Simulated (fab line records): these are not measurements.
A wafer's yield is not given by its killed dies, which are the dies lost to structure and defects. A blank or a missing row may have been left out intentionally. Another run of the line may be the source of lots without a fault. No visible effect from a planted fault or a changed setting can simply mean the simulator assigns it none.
One fault through the eyes of 2 desks    flow gf180mcu    every desk sees just its own numbers, and what lay behind them comes last

## METROLOGY DESK
What the gauges read, lot by lot, whatever tool the lot ran on: means of the sampled wafers that have a number. The brackets show how far a lot's mean lies from the usual mean; more than 4 standard deviations puts the lot out of limits, marked OUT.
Columns: A = V2_W_THK at GF_V2_THK_MEAS_25, usual 350 nm; B = V3_CVD_02_THK at GF_V3_THK_MEAS_03, usual 850 nm
lot   first seen here  A    B
L172  day 20 20:16     345  863
L173  day 21 01:05     347  848
L176  day 22 10:01     346  847
L177  day 22 18:15     346  852
L178  day 23 05:53     354  954 (+9.5) OUT
L179  day 23 13:20     344  852
L181  day 24 03:45     350  952 (+9.2) OUT
L191  day 27 03:05     343  846
L192  day 27 12:20     352  842
L193  day 27 18:34     359  839
L194  day 28 01:20     341  845
This desk reports L178, L181 out of limits; the earliest was L178 at day 24 04:53 (V3_CVD_02_THK at GF_V3_THK_MEAS_03). In limits: L172, L173, L176, L177, L179, L191, L192, L193, L194.

## DESK OF THE TOOL OWNER: pecvd-02
The tool's own readings at GF_V3_CVD_02 (deposits SiO2 from TEOS, target thk 850 nm, time 94.851 s): means of the sampled wafers that have a number, for each lot that ran on this tool. The brackets show how far a lot's mean lies from the usual mean; more than 4 standard deviations puts the lot out of limits, marked OUT.
Columns: A = heaterPowerW at GF_V3_CVD_02, usual 744 W
lot   first seen here  A
L172  day 21 21:35     766
L176  day 23 10:27     814
L178  day 24 04:48     785
L181  day 25 02:45     738
L191  day 28 01:02     823
Result from this desk: across the 5 lots, nothing is out of limits.

## BROUGHT TOGETHER
On L178, L181, the metrology desk was in a position to raise an alarm at day 24 04:53.
The tool owner's desk saw nothing out of limits.
Tool owner's desk: L178, L181 on record, inside its limits.
The lots listed all ran GF_V3_CVD_02 on pecvd-02.

## WHAT THE SIMULATOR PUT IN
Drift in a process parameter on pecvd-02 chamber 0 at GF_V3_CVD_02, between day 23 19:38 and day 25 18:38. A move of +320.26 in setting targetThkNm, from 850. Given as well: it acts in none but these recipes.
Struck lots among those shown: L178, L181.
Delay in hours, fault start to first out-of-limits reading, per desk: metrology desk 9.
